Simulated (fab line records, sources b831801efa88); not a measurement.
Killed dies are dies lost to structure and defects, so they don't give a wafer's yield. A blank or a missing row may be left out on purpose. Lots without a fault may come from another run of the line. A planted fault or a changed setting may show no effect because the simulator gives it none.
A struck lot beside a sound one | flow sky130 | 14 steps out of a route of 708
Sound: wafers L411.1, L411.3, L411.6. Struck: wafers L423.3, L423.4, L423.6. The cause comes at the end.
At each step with rows: each side's tool, then ch and its chambers, then its first start. Under that, the readings that differ: sound wafers | struck wafers | difference of the means | sigmas: that difference in standard deviations of wafers without a fault.
alike: readings whose means differ by less than 2 such deviations, and words and numbers that are the same on both sides. not compared: withheld readings, readings that some wafer has no value for, bounds like >300 that may hide the same value, and numbers for which the record gives no deviation and whose values overlap.
The two part at a step that has a row with sigmas, a row that says differs or no value, or rows on one side only. Numbers that don't overlap but have no deviation are shown without sigmas and don't part them. A reading that every wafer of one side lacks parts them only if that side has two wafers or more.

SKY_CAPM_METAL_ETCH_13: etches TiN in Cl2/BCl3, stops on SiO2, target depth 220 nm, time 62.9 s.
  sound on rie_metal-01 ch 0,1, day 37 14:37; struck on rie_metal-01 ch 0,1, day 41 14:33
  alike: drypump_motor_current_A, mfc_cl2_sccm, oes_product_au, throttle_valve_pct
  not compared: rf_hours_counter_h
SKY_CAPM_STRIP_14: strips in O2/N2.
  sound on plasma_asher-02 ch 0,1, day 37 14:42; struck on plasma_asher-01 ch 0,1, day 41 14:38
  alike: drypump_motor_current_A, oes_product_au, strip_time_to_endpoint_s
  not compared: rf_hours_counter_h
then, 10 steps without rows for these wafers: SKY_CAPM_STRIP_15 (strips in post etch residue remover, time 1200 s); SKY_CAPM_CLEAN_16 (cleans in IPA, time 180 s); SKY_CAPM_CLEAN_17 (cleans in O3/DIW); SKY_METAL3_DEHYDRATE_05 (time 60 s); SKY_METAL3_HMDS_06 (prime time 60 s); SKY_METAL3_COAT_07 (resist thk 60 nm); SKY_METAL3_COAT_08 (resist thk 1140 nm); SKY_METAL3_SOFTBAKE_09 (time 90 s); SKY_METAL3_EXPOSE_10 (exposes mask MM3, target cd 300 nm); SKY_METAL3_PEB_11.
SKY_METAL3_DEVELOP_12: develop time 60 s.
  sound on litho_track-04 ch 0, day 38 16:00; struck on litho_track-03, day 42 14:00
  no value came back on the struck wafers for chill_plate_temp_C (C), develop_time_s (s), developer_temp_C (C); on the sound wafers chill_plate_temp_C (C) reads 23.06 23.08 23.19
  reading                                       | sound          | struck         | difference | sigmas
  model.KrF-thick_of_METAL3_COAT_08.thk_nm (nm) | 1134 1131 1129 | 1144 1146 1145 | +14        |
SKY_METAL3_CD_MEAS_13: target cd 300 nm.
  sound on cd_sem-01, day 38 16:56; struck on cd_sem-02, day 42 14:46
  reading    | sound             | struck | difference                    | sigmas
  cd_nm (nm) | 301.7 300.2 298.8 | - - -  | no value on the struck wafers |

WHERE THEY PART
First at SKY_METAL3_DEVELOP_12; last, within this record, at SKY_METAL3_CD_MEAS_13.

WHY: what the simulator had put in
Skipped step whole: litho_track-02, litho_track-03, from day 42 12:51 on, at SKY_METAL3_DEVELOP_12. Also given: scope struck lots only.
